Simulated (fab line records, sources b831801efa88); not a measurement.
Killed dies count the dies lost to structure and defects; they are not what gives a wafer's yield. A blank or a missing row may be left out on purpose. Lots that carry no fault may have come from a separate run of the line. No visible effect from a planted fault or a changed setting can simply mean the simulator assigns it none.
What tool caused it? + flow gf180mcu + 30 wafers from 10 lots sampled at 6 of the route's 602 steps

== WHAT EACH GAUGE READ, for each wafer ==
GF_V4_OVL_MEAS_15. Usual: V4_OVL gives -2 nm (standard deviation 4.6).
| lot  | measured     | on         | V4_OVL (nm) | flag |
|------|--------------|------------|-------------|------|
| L215 | day 25 05:08 | overlay-01 | -4 0 -3     |      |
| L216 | day 25 14:18 | overlay-01 | -6 -2 0     |      |
| L218 | day 26 06:59 | overlay-01 | 0 4 -1      |      |
| L219 | day 26 08:00 | overlay-02 | -10 -6 -7   |      |
| L222 | day 27 13:15 | overlay-01 | -1 8 3      |      |
| L227 | day 29 00:15 | overlay-01 | 4 4 1       |      |
| L229 | day 29 09:06 | overlay-01 | -2 9 5      |      |
| L230 | day 29 17:54 | overlay-01 | -9 -6 -4    |      |
| L231 | day 30 00:53 | overlay-02 | -3 -7 -10   |      |
| L235 | day 31 00:12 | overlay-02 | -9 -6 -6    |      |

GF_V4_THK_MEAS_25: measures by xrf. Usual: V4_W_THK gives 348 nm (standard deviation 4.7).
| lot  | measured     | on            | V4_W_THK (nm) | flag |
|------|--------------|---------------|---------------|------|
| L215 | day 25 06:12 | film metro-04 | 350 349 347   |      |
| L216 | day 25 15:24 | film metro-01 | 352 345 342   |      |
| L218 | day 26 08:06 | film metro-04 | 345 344 347   |      |
| L219 | day 26 09:05 | film metro-01 | 351 354 355   |      |
| L222 | day 27 14:20 | film metro-01 | 347 350 348   |      |
| L227 | day 29 01:17 | film metro-04 | 352 356 353   |      |
| L229 | day 29 10:08 | film metro-01 | 352 355 349   |      |
| L230 | day 29 18:58 | film metro-01 | 345 343 340   |      |
| L231 | day 30 01:55 | film metro-02 | 342 342 347   |      |
| L235 | day 31 01:15 | film metro-01 | 345 347 348   |      |

GF_MIM_RS_MEAS_10: the measuring method here is four-point-probe. Usual: MIM_ALCU_RS gives 0.1600 ohm/sq (standard deviation 0.0017).
| lot  | measured     | on            | MIM_ALCU_RS (ohm/sq) | flag |
|------|--------------|---------------|----------------------|------|
| L215 | day 25 06:59 | film metro-03 | 0.1589 0.1587 0.1576 |      |
| L216 | day 25 16:12 | film metro-03 | 0.1586 0.1572 0.1583 |      |
| L218 | day 26 08:52 | film metro-03 | 0.1566 0.1603 0.1603 |      |
| L219 | day 26 09:52 | film metro-04 | 0.1622 0.1608 0.1622 |      |
| L222 | day 27 15:07 | film metro-04 | 0.1615 0.1579 0.1583 |      |
| L227 | day 29 02:03 | film metro-03 | 0.1872 0.1604 0.1587 | OFF  |
| L229 | day 29 10:56 | film metro-03 | 0.1579 0.1583 0.1575 |      |
| L230 | day 29 19:45 | film metro-03 | 0.1590 0.1611 0.1592 |      |
| L231 | day 30 02:41 | film metro-04 | 0.1616 0.1595 0.1594 |      |
| L235 | day 31 02:02 | film metro-03 | 0.1579 0.1600 0.1580 |      |

GF_MIM_THK_MEAS_11: measures by xrf. Usual: MIM_ALCU_THK gives 200.6 nm (standard deviation 2.3).
| lot  | measured     | on            | MIM_ALCU_THK (nm) | flag |
|------|--------------|---------------|-------------------|------|
| L215 | day 25 07:06 | film metro-03 | 202.8 202.5 203.0 |      |
| L216 | day 25 16:18 | film metro-03 | 201.6 204.3 203.1 |      |
| L218 | day 26 08:59 | film metro-03 | 203.7 199.6 198.8 |      |
| L219 | day 26 09:58 | film metro-04 | 198.8 199.5 198.9 |      |
| L222 | day 27 15:13 | film metro-04 | 200.7 205.5 203.9 |      |
| L227 | day 29 02:10 | film metro-03 | 173.3 199.2 201.0 | OFF  |
| L229 | day 29 11:02 | film metro-03 | 203.2 201.7 203.8 |      |
| L230 | day 29 19:52 | film metro-03 | 200.9 199.3 201.1 |      |
| L231 | day 30 02:49 | film metro-04 | 199.1 201.7 200.9 |      |
| L235 | day 31 02:08 | film metro-03 | 202.3 199.5 202.7 |      |

== WHICH TOOL RAN EACH LOT (tool, then ch and the chambers of the sampled wafers, then the start) ==
| lot  | GF_MIM_SPUTTER_01            | GF_MIM_SPUTTER_08            |
|------|------------------------------|------------------------------|
| L215 | pvd sputter-01, day 25 06:40 | pvd sputter-02, day 25 06:55 |
| L216 | pvd sputter-04, day 25 15:50 | pvd sputter-02, day 25 16:06 |
| L218 | pvd sputter-02, day 26 08:34 | pvd sputter-04, day 26 08:49 |
| L219 | pvd sputter-01, day 26 09:31 | pvd sputter-04, day 26 09:46 |
| L222 | pvd sputter-02, day 27 14:46 | pvd sputter-01, day 27 15:01 |
| L227 | pvd sputter-04, day 29 01:44 | pvd sputter-02, day 29 02:00 |
| L229 | pvd sputter-04, day 29 10:35 | pvd sputter-01, day 29 10:50 |
| L230 | pvd sputter-02, day 29 19:25 | pvd sputter-01, day 29 19:40 |
| L231 | pvd sputter-04, day 30 02:23 | pvd sputter-01, day 30 02:38 |
| L235 | pvd sputter-01, day 31 01:41 | pvd sputter-04, day 31 01:56 |
- GF_MIM_SPUTTER_01: material TiN, target thk 30 nm, time 25 s.
- GF_MIM_SPUTTER_08: material AlCu, target thk 200 nm, time 10.6 s.

== WHAT THE TOOLS THEMSELVES READ (means of the sampled wafers that have a number; where no wafer has one, the mark that the record gives instead) ==
GF_MIM_SPUTTER_01. Usual: cathode dc power W 6500.0 W, standard deviation 1.2; chamber pressure pa 0.4000 Pa, standard deviation 0.00079; throttle valve pct 29.9 %, standard deviation 1.
| lot  | tool           | cathode dc power W (W) | chamber pressure pa (Pa) | throttle valve pct (%) | flag |
|------|----------------|------------------------|--------------------------|------------------------|------|
| L215 | pvd sputter-01 | 6501.4                 | 0.3996                   | 29.8                   |      |
| L216 | pvd sputter-04 | 6499.2                 | 0.4007                   | 29.6                   |      |
| L218 | pvd sputter-02 | 6498.4                 | 0.4002                   | 30.3                   |      |
| L219 | pvd sputter-01 | 6499.7                 | 0.3997                   | 29.7                   |      |
| L222 | pvd sputter-02 | 6500.6                 | 0.4005                   | 29.7                   |      |
| L227 | pvd sputter-04 | 6499.7                 | 0.4000                   | 30.0                   |      |
| L229 | pvd sputter-04 | 6500.2                 | 0.4008                   | 29.9                   |      |
| L230 | pvd sputter-02 | 6500.4                 | 0.4011                   | 29.7                   |      |
| L231 | pvd sputter-04 | 6498.9                 | 0.4002                   | 30.2                   |      |
| L235 | pvd sputter-01 | 6499.8                 | 0.4002                   | 30.6                   |      |

GF_MIM_SPUTTER_08. Usual: cathode dc power W 10600 W, standard deviation 2; chamber pressure pa 0.4000 Pa, standard deviation 0.00074; throttle valve pct 30.1 %, standard deviation 0.84.
| lot  | tool           | cathode dc power W (W) | chamber pressure pa (Pa) | throttle valve pct (%) | flag |
|------|----------------|------------------------|--------------------------|------------------------|------|
| L215 | pvd sputter-02 | 10598                  | 0.4003                   | 29.9                   |      |
| L216 | pvd sputter-02 | 10598                  | 0.4006                   | 30.3                   |      |
| L218 | pvd sputter-04 | 10599                  | 0.3989                   | 28.6                   |      |
| L219 | pvd sputter-04 | 10600                  | 0.4004                   | 31.1                   |      |
| L222 | pvd sputter-01 | 10599                  | 0.4000                   | 29.9                   |      |
| L227 | pvd sputter-02 | 10599                  | 0.4920                   | 27.4                   | OFF  |
| L229 | pvd sputter-01 | 10601                  | 0.4003                   | 30.0                   |      |
| L230 | pvd sputter-01 | 10603                  | 0.3998                   | 30.6                   |      |
| L231 | pvd sputter-01 | 10600                  | 0.3998                   | 30.4                   |      |
| L235 | pvd sputter-04 | 10600                  | 0.3993                   | 29.3                   |      |

== THE ANSWER, worked out from the rows above alone ==
Rule: lot off if the mean of its wafers having a number is beyond 3 standard deviations from the usual mean. Also off: a lot with no number at a reading for which 4 or more lots have one. The other lots that the step has rows for count as sound. Order of review: gauges by route order, followed by the tools' own readings, for which a lot's mean as printed above is used. At the first step where some lot is off, the reading lying furthest off is the one used; lots without a number count as furthest.
Off: L227, seen at GF_MIM_RS_MEAS_10 (MIM_ALCU_RS).
A tool fits if, at a process step before that reading, it ran every lot that is off, and no sound lot after the first of them. The gauges at GF_MIM_RS_MEAS_10 aren't tried: what is off there is off at GF_MIM_SPUTTER_08 too, on other tools, and a gauge's error can't cause that. One fits: GF_MIM_SPUTTER_08 on pvd sputter-02. Its last sound lot is L216 (day 25 16:06), its first lot that is off L227 (day 29 02:00): a fault that began between those two fits.
The tool's own readings at GF_MIM_SPUTTER_08 bear it out: on the lots that are off they differ by more than 5 times the standard deviation of the sound lots' means. chamber pressure pa reads 0.4920 Pa there against 0.3999 Pa on the sound lots.

== WHAT THE SIMULATOR PUT IN ==
Process parameter drift: pvd sputter-02, from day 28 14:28 on, at GF_MIM_SPUTTER_08. A move of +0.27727 in setting chamber pressure pa, from 0.4. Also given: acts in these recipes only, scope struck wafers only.
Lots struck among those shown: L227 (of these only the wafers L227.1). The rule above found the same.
